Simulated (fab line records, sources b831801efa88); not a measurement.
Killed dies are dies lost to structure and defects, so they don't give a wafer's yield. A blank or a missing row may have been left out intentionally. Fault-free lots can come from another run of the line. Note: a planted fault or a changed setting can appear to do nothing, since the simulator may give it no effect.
What tool caused it? + flow sky130 + 13 lots, 39 wafers sampled, at 4 steps of a route of 708

== WHAT THE GAUGES READ, wafer by wafer ==
SKY_VT_ADJUST_HVTR_CD_MEAS_07: target cd 380 nm. Usual: cd-nm 380.4 nm, standard deviation 2.7.
| lot  | measured     | on        | cd-nm (nm)        | flag |
|------|--------------|-----------|-------------------|------|
| L586 | day 9 20:09  | cd-sem-02 | 383.4 384.6 383.5 |      |
| L587 | day 9 23:47  | cd-sem-01 | 385.1 385.9 383.1 |      |
| L590 | day 11 08:22 | cd-sem-01 | 380.6 378.1 379.6 |      |
| L592 | day 11 16:10 | cd-sem-02 | 381.0 381.5 382.2 |      |
| L593 | day 11 22:16 | cd-sem-02 | 377.3 377.9 376.5 |      |
| L594 | day 12 06:48 | cd-sem-01 | 385.7 384.6 382.3 |      |
| L595 | day 12 10:54 | cd-sem-02 | 378.4 378.3 380.0 |      |
| L597 | day 13 04:34 | cd-sem-01 | 377.6 377.1 377.2 |      |
| L598 | day 13 09:56 | cd-sem-01 | 379.8 382.8 381.1 |      |
| L602 | day 14 15:08 | cd-sem-01 | 379.3 379.4 382.5 |      |
| L604 | day 15 08:52 | cd-sem-01 | 376.3 375.0 379.7 |      |
| L607 | day 16 03:22 | cd-sem-02 | 381.0 380.8 380.5 |      |
| L608 | day 16 11:01 | cd-sem-02 | 374.9 377.2 375.6 |      |

SKY_VT_ADJUST_HVTR_TW_MEAS_11. Usual: for VT_ADJUST_HVTR_TW the level is 210.4 and the standard deviation is 1.3.
| lot  | measured     | on            | VT_ADJUST_HVTR_TW | flag |
|------|--------------|---------------|-------------------|------|
| L586 | day 9 20:32  | film-metro-03 | 213.6 212.6 214.7 |      |
| L587 | day 10 00:11 | film-metro-04 | 209.8 210.0 210.3 |      |
| L590 | day 11 08:46 | film-metro-04 | 210.8 210.8 210.6 |      |
| L592 | day 11 16:34 | film-metro-03 | 211.9 211.5 211.1 |      |
| L593 | day 11 22:39 | film-metro-03 | 211.5 210.6 211.9 |      |
| L594 | day 12 07:11 | film-metro-03 | 212.7 211.9 213.4 |      |
| L595 | day 12 11:17 | film-metro-04 | 209.9 208.6 208.6 |      |
| L597 | day 13 04:57 | film-metro-04 | 207.5 208.7 209.3 |      |
| L598 | day 13 10:20 | film-metro-01 | 211.3 211.6 211.4 |      |
| L602 | day 14 15:32 | film-metro-01 | 209.1 210.0 210.2 |      |
| L604 | day 15 09:15 | film-metro-01 | 210.8 211.4 212.1 |      |
| L607 | day 16 03:46 | film-metro-04 | 210.1 209.1 209.2 |      |
| L608 | day 16 11:24 | film-metro-01 | 210.6 210.6 210.1 |      |

== TOOL THAT RAN EACH LOT (tool first, then ch and the chambers of the sampled wafers, then the start) ==
| lot  | SKY_VT_ADJUST_LVTN_COAT_13        | SKY_VT_ADJUST_LVTN_STRIP_20          |
|------|-----------------------------------|--------------------------------------|
| L586 | litho-track-04 ch 0, day 7 17:07  | plasma-asher-03 ch 0,1, day 8 03:44  |
| L587 | litho-track-04 ch 0, day 7 19:17  | plasma-asher-04 ch 0,1, day 8 06:15  |
| L590 | litho-track-01 ch 0, day 9 02:20  | plasma-asher-03 ch 0,1, day 9 12:45  |
| L592 | litho-track-04 ch 0, day 9 09:37  | plasma-asher-03 ch 0,1, day 9 19:42  |
| L593 | litho-track-04 ch 0, day 9 14:08  | plasma-asher-03 ch 0,1, day 10 00:52 |
| L594 | litho-track-01 ch 0, day 9 20:17  | plasma-asher-03 ch 0,1, day 10 08:13 |
| L595 | litho-track-02 ch 0, day 10 00:31 | plasma-asher-02 ch 0,1, day 10 11:40 |
| L597 | litho-track-01 ch 0, day 10 15:43 | plasma-asher-04 ch 0,1, day 11 03:35 |
| L598 | litho-track-01 ch 0, day 10 20:02 | plasma-asher-02 ch 0,1, day 11 08:15 |
| L602 | litho-track-01 ch 0, day 12 00:01 | plasma-asher-04 ch 0,1, day 12 12:40 |
| L604 | litho-track-04 ch 0, day 12 15:50 | plasma-asher-03 ch 1, day 13 04:19   |
| L607 | litho-track-01 ch 0, day 13 07:41 | plasma-asher-04 ch 0,1, day 13 20:36 |
| L608 | litho-track-02 ch 0, day 13 15:11 | plasma-asher-04 ch 0,1, day 14 04:12 |
- SKY_VT_ADJUST_LVTN_COAT_13: resist thk 1140 nm.
- SKY_VT_ADJUST_LVTN_STRIP_20: strips in O2/N2.

== WHAT THE TOOLS THEMSELVES READ (means of the sampled wafers that have a number; where no wafer has one, the mark that the record gives instead) ==
SKY_VT_ADJUST_LVTN_STRIP_20. Usual: drypump-motor-current-A 5.9 A, standard deviation 0.46; oes-product-au 0.716 a.u., standard deviation 0.0051; strip-time-to-endpoint-s 14.19 s, standard deviation 0.052.
| lot  | tool            | drypump-motor-current-A (A) | oes-product-au (a.u.) | strip-time-to-endpoint-s (s) | flag |
|------|-----------------|-----------------------------|-----------------------|------------------------------|------|
| L586 | plasma-asher-03 | 6.0                         | 0.721                 | 14.18                        |      |
| L587 | plasma-asher-04 | 5.8                         | 0.712                 | 14.22                        |      |
| L590 | plasma-asher-03 | 6.0                         | 0.712                 | 14.22                        |      |
| L592 | plasma-asher-03 | 6.1                         | 0.713                 | 14.18                        |      |
| L593 | plasma-asher-03 | 6.0                         | 0.716                 | 14.22                        |      |
| L594 | plasma-asher-03 | 6.0                         | 0.715                 | 14.18                        |      |
| L595 | plasma-asher-02 | 6.2                         | 0.718                 | 14.12                        |      |
| L597 | plasma-asher-04 | 5.4                         | 0.718                 | 14.19                        |      |
| L598 | plasma-asher-02 | 6.2                         | 0.717                 | 14.13                        |      |
| L602 | plasma-asher-04 | 5.9                         | 0.716                 | 14.98                        | OFF  |
| L604 | plasma-asher-03 | 6.1                         | 0.719                 | 14.24                        |      |
| L607 | plasma-asher-04 | 5.4                         | 0.716                 | 15.03                        | OFF  |
| L608 | plasma-asher-04 | 5.9                         | 0.715                 | 14.21                        |      |

== THE ANSWER, worked out from the rows above alone ==
Rule: a lot counts as off when the mean over its wafers that have a number is more than 3 standard deviations away from the usual mean. Also off: a lot with no number at a reading for which 4 or more lots have one. Where the step has rows for the other lots, those lots are counted as sound. After the gauges, taken in route order, come the tools' own readings; for these a lot's mean is taken, as printed above. At the first step where some lot is off, the reading lying furthest off is the one used; lots without a number count as furthest.
Off: L602, L607 (SKY_VT_ADJUST_LVTN_STRIP_20, strip-time-to-endpoint-s).
If a tool, at that step or one of the process steps before it, ran each lot that is off and ran no sound lot following the first of them, it fits. One fits: litho-track-01 at SKY_VT_ADJUST_LVTN_COAT_13. A fault onset in the window from L598 (day 10 20:02, its last sound lot) to L602 (day 12 00:01, its first lot off) fits.

== WHAT THE SIMULATOR HAD INSERTED ==
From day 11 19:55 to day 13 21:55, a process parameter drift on litho-track-01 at SKY_VT_ADJUST_LVTN_COAT_13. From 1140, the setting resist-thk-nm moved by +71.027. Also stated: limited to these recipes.
Struck lots among those shown: L602, L607. The same result came from the rule above.
